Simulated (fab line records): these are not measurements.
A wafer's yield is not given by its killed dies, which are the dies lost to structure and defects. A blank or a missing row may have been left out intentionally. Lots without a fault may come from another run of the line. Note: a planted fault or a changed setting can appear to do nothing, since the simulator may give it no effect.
Struck lot and sound lot, side by side / flow sky130 / 15 out of 708 route steps
Sound: the wafers L850.4, L850.5, L850.6. Struck: wafer L859.4 (left out: L859.1, L859.2 of the same lot, which were not struck); the cause appears at the end.
At each step with rows: each side's tool, then ch and its chambers, then its first start. Under that, the readings that differ: sound wafers / struck wafers / difference of the means / sigmas: that difference in standard deviations of wafers without a fault.
alike: readings with means less than 2 such deviations apart, plus words and numbers identical on both sides. not compared: withheld readings, readings lacking a value on some wafer, bounds such as >300 that could conceal the same value, and numbers that have no deviation in the record and whose values overlap.
Wherever a step has rows on one side only, a row that says differs or no value, or a row with sigmas, the two part there. Numbers that have no deviation but don't overlap get no sigmas and don't part them. A reading that every wafer of one side lacks parts them only if that side has two wafers or more.

SKY_METAL5_SPUTTER_03: material Ti, target thk 5 nm, time 3.3 s.
  sound on pvd_sputter-02, day 45 09:28; struck on pvd_sputter-04, day 47 13:32
  alike: throttle_valve_pct
SKY_METAL5_SPUTTER_04: material TiN, target thk 70 nm, time 58.3 s.
  sound on pvd_sputter-02, day 45 09:31; struck on pvd_sputter-04, day 47 13:33
  alike: throttle_valve_pct
SKY_METAL5_RS_MEAS_05: measures by four-point-probe.
  sound on film_metro-01, day 45 09:35; struck on film_metro-03, day 47 13:36
  alike: METAL5_ALCU_RS
SKY_METAL5_THK_MEAS_06: measures by xrf.
  sound on film_metro-01, day 45 09:41; struck on film_metro-03, day 47 13:43
  alike: METAL5_ALCU_THK
then, 7 steps without rows for these wafers: SKY_METAL5_DEHYDRATE_07 (time 60 s); SKY_METAL5_HMDS_08 (prime time 60 s); SKY_METAL5_COAT_09 (resist thk 1800 nm); SKY_METAL5_SOFTBAKE_10 (time 60 s); SKY_METAL5_EXPOSE_11 (exposes mask MM5, target cd 1600 nm); SKY_METAL5_PEB_12; SKY_METAL5_DEVELOP_13 (develop time 60 s).
SKY_METAL5_DESCUM_14: chemistry O2, time 11 s.
  sound on rie_metal-03 ch 0,1, day 46 06:19; struck on rie_metal-02 ch 0, day 48 08:34
  alike: chamber_pressure_mTorr, drypump_motor_current_A, oes_product_au, temp_c
  not compared: rf_hours_counter_h
SKY_METAL5_METAL_ETCH_15: etches the open film in Cl2/BCl3, stops on SiO2, target depth 1260 nm, time 252 s.
  sound on rie_metal-03 ch 0,1, day 46 06:25; struck on rie_metal-02 ch 0, day 48 08:35
reading=model.NOVOLAK_of_METAL5_COAT_09.thk_nm (nm); sound=1034 1041 1033; struck=1151; difference=+115; sigmas=
reading=model.METAL5.cd_nm (nm); sound=1597 1607 1604; struck=1608; difference=+5; sigmas=
reading=model.SiO2_of_VIA4_HDPCVD_00.thk_nm (nm); sound=548.8 549.9 548.4; struck=553.5; difference=+4.5; sigmas=
  alike: chamber_pressure_mTorr, drypump_motor_current_A, oes_product_au, throttle_valve_pct
  not compared: rf_hours_counter_h
SKY_METAL5_STRIP_16: strips in O2/N2.
  sound on plasma_asher-04 ch 0,1, day 46 06:37; struck on plasma_asher-01 ch 0, day 48 08:49
reading=strip_time_to_endpoint_s (s); sound=13.09 13.13 13.06; struck=14.38; difference=+1.29; sigmas=+12
  alike: chamber_pressure_mTorr, drypump_motor_current_A, oes_product_au
  not compared: rf_hours_counter_h
then, 1 step without rows for these wafers: SKY_METAL5_STRIP_17 (strips in post etch residue remover, time 1200 s).

== WHERE THEY PART ==
Only at SKY_METAL5_STRIP_16, within this record.

WHY: what the simulator had put in
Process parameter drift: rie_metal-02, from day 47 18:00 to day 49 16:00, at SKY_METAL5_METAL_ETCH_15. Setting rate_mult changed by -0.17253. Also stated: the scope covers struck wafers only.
